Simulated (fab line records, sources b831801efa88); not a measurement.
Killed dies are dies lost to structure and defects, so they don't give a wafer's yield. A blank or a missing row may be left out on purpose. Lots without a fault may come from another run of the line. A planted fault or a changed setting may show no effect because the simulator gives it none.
Chamber matching | flow sfq_line | SFQ_TRILAYER_I3_CMP_CMP_082 on cmp-01: 4 sister chambers
The step polishes SiO2. 14 wafers are shown with their chamber, then 7 later ones without.

WAFERS WITH THEIR CHAMBER
wafer  | chamber | motor_current_A (A) | platen_rpm (rpm) | edge_zone_pressure_frac
L888.2 | 1       | 10.9                | 59.96            | 0.997
L888.5 | 0       | 9.2                 | 59.96            | 1.000
L888.6 | 3       | 10.1                | 59.96            | 0.991
L894.1 | 3       | 9.9                 | 59.96            | 0.997
L894.2 | 0       | 9.6                 | 60.04            | 1.004
L894.4 | 1       | 11.7                | 60.06            | 0.996
L898.1 | 0       | 8.8                 | 60.05            | 1.001
L898.4 | 1       | 11.8                | 60.00            | 1.003
L898.6 | 2       | 9.9                 | 60.08            | 1.008
L906.1 | 3       | 10.7                | 59.94            | 1.001
L906.3 | 2       | 10.3                | 60.03            | 0.996
L906.6 | 3       | 10.8                | 59.91            | 0.990
L907.2 | 3       | 10.8                | 60.04            | 0.997
L907.5 | 1       | 11.2                | 60.08            | 0.994

SIGNATURES (means of the wafers above)
reading                 | chamber 0 | chamber 1 | chamber 2 | chamber 3 | scatter within a chamber
motor_current_A         | 9.200     | 11.400    | 10.100    | 10.460    | 0.409
platen_rpm              | 60.0167   | 60.0250   | 60.0550   | 59.9620   | 0.0495
edge_zone_pressure_frac | 1.00167   | 0.99750   | 1.00200   | 0.99520   | 0.00459
Rule: a wafer's distance from a chamber is the root of the sum, over the readings, of the square of ((its reading less the chamber's mean) divided by the reading's scatter). The wafer belongs to the nearest chamber; if the next one is less than 2 further off, it can't be placed. The scatter: the root of (the sum of the squares of (reading less its chamber's mean) over the shown wafers, divided by (wafers less chambers)).

WAFERS WITHOUT THEIR CHAMBER
wafer  | motor_current_A (A) | platen_rpm (rpm) | edge_zone_pressure_frac
L907.6 | 9.5                 | 60.08            | 1.005
L908.3 | 9.9                 | 59.93            | 1.002
L908.1 | 9.9                 | 59.95            | 1.000
L908.5 | 11.0                | 59.99            | 0.993
L909.2 | 9.3                 | 59.98            | 0.996
L909.4 | 10.2                | 59.96            | 0.995
L909.6 | 10.4                | 60.08            | 0.999

WHICH CHAMBER EACH WENT THROUGH
wafer  | from the rows above          | in truth
L907.6 | can't be placed: 0 or 2      | 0
L908.3 | can't be placed: 3 or 0 or 2 | 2
L908.1 | can't be placed: 3 or 0 or 2 | 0
L908.5 | can't be placed: 3 or 1 or 2 | 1
L909.2 | can't be placed: 0 or 2 or 3 | 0
L909.4 | can't be placed: 3 or 2      | 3
L909.6 | can't be placed: 2 or 3 or 1 | 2
Placed correctly: 0 of 7. Can't be placed from these rows: 7 (the true chamber is among the candidates in 7). Placed wrongly: 0.
